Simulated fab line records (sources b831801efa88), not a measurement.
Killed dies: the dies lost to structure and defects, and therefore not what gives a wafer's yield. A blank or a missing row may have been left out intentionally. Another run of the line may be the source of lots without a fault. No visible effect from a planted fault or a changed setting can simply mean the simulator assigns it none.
A lot that was struck, set against a sound lot | flow sky130 | 17 out of 708 route steps
Sound: these wafers, L327.1, L327.2, L327.4. Wafers L318.1, L318.4, L318.6 were the ones struck. The cause comes at the end.
Order at every step that has rows: each side's tool, ch and its chambers, its first start. Under that, the readings that differ: sound wafers | struck wafers | difference of the means | sigmas: that difference in standard deviations of wafers without a fault.
alike: a reading whose means differ by less than 2 such deviations, as well as words and numbers matching on both sides. not compared: withheld readings; readings where some wafer has no value; bounds like >300 that might hide an equal value; numbers whose values overlap and for which the record gives no deviation.
Wherever a step has rows on one side only, a row that says differs or no value, or a row with sigmas, the two part there. Non-overlapping numbers with no deviation appear without sigmas and do not part them. A reading missing from all wafers of one side parts the sides only when that side holds two or more wafers.

first, 5 steps without rows for these wafers: SKY_SD_N_COAT_02 (resist thk 1140 nm); SKY_SD_N_SOFTBAKE_03 (time 60 s); SKY_SD_N_EXPOSE_04 (exposes mask NSDM, target cd 380 nm); SKY_SD_N_PEB_05; SKY_SD_N_DEVELOP_06 (develop time 60 s).
SKY_SD_N_CD_MEAS_07: target cd 380 nm.
  sound on cdSem-01, day 35 01:29; struck on cdSem-02, day 31 23:57
  alike: cdNm
SKY_SD_N_OVL_MEAS_08:
  sound on overlay-02, day 35 01:37; struck on overlay-01, day 32 00:04
  alike: SD_N_OVL
then, 2 steps without rows for these wafers: SKY_SD_N_IMPLANT_09; SKY_SD_N_IMPLANT_10.
SKY_SD_N_STRIP_11: strips in O2/N2.
  sound on plasmaAsher-01 ch 0,1, day 35 01:56; struck on plasmaAsher-01 ch 0,1, day 32 00:24
  alike: drypumpMotorCurrentA, oesProductAu, stripTimeToEndpointS
  not compared: rfHoursCounterH
SKY_SD_N_TW_MEAS_12:
  sound on filmMetro-04, day 35 02:02; struck on filmMetro-03, day 32 00:30
  alike: SD_N_TW
then, 1 step without rows for these wafers: SKY_SD_N_CLEAN_13 (cleans in SC1/SC2, time 150 s).
SKY_SD_N_RTA_14: time 2 s.
  sound on rtpAnneal-01 ch 0, day 35 02:09; struck on rtpAnneal-02 ch 0, day 32 00:37
reading          | sound                | struck               | difference | sigmas
annealTempCMax   | 1079.1 1079.7 1078.6 | 1083.5 1081.1 1080.8 | +2.7       | +2
lampPowerPct (%) | 15.72 15.65 15.80    | 14.34 14.34 14.30    | -1.40      | -27
  alike: wafer_temp_C_max
SKY_SD_N_RS_MEAS_16: measurement is done with a four-point probe.
  sound on filmMetro-03, day 35 02:20; struck on filmMetro-04, day 32 00:47
reading          | sound             | struck            | difference | sigmas
SD_N_RS (ohm/sq) | 69.35 69.56 69.29 | 75.28 75.19 75.27 | +5.85      | +34
SKY_SD_N_RS_MEAS_17: measurement is done with a four-point probe.
  sound on filmMetro-03, day 35 02:27; struck on filmMetro-04, day 32 00:55
reading          | sound             | struck            | difference | sigmas
SD_P_RS (ohm/sq) | 147.2 147.2 147.5 | 184.4 184.2 184.2 | +37.0      | +79
SKY_SD_N_RS_MEAS_18: measurement is done with a four-point probe.
  sound on filmMetro-03, day 35 02:34; struck on filmMetro-04, day 32 01:02
  alike: RES_XHIGH_RS
-- a jump in the record: the struck wafers' starts before and after are 17 days apart (it breaks off in module SD_N and resumes in module PAD_OPEN, where the first step shown is number 708 of the route) --
SKY_PAD_OPEN_PROBE_99:
  sound on prober-02, day 50 16:50; struck on prober-01, day 48 21:29
reading                            | sound             | struck            | difference | sigmas
killed_at_M0_to_M3                 | 61 54 56          | 32 35 39          | -22        | -3
killedDies                         | 106 97 95         | 67 72 85          | -25        | -2
killedShort                        | 56 44 46          | 31 33 33          | -16        | -2
model.etest.resXhighPo.lineOhmUm   | 5444 5500 5309    | 8659 8827 8750    | +3328      | 
model.etest.resXhighPo.rsOhmSq     | 1921 1935 1872    | 2988 3067 3048    | +1125      | 
model.etest.tipP.rsOhmSq           | 6694 6732 6648    | 7386 7419 7475    | +735       | 
model.etest.pfet_01v8.rOnOhmUm     | 2827 2836 2831    | 3318 3330 3333    | +496       | 
model.etest.resPdiff.lineOhmUm     | 1388 1378 1359    | 1755 1751 1742    | +374       | 
model.etest.resHighPo.lineOhmUm    | 733.8 743.8 731.5 | 1081 1092 1095    | +353       | 
model.etest.liconHighPo.rcOhm      | 340 330.9 333     | 609.1 629.1 624.4 | +286.2     | 
model.etest.pfetG5v0d10v5.rOnOhmUm | 4681 4671 4740    | 4982 4992 4926    | +269       | 
  alike: killed_at_M4_up, killedAtContacts, killedAtFrontEnd, killedAtOther, killedOnRim, killedOpen

== WHERE THEY PART ==
Earliest at SKY_SD_N_RTA_14; latest, in this record, at SKY_PAD_OPEN_PROBE_99.

WHY: what had been put in by the simulator
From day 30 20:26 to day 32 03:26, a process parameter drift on rtpAnneal-02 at SKY_SD_N_RTA_14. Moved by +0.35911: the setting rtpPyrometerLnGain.
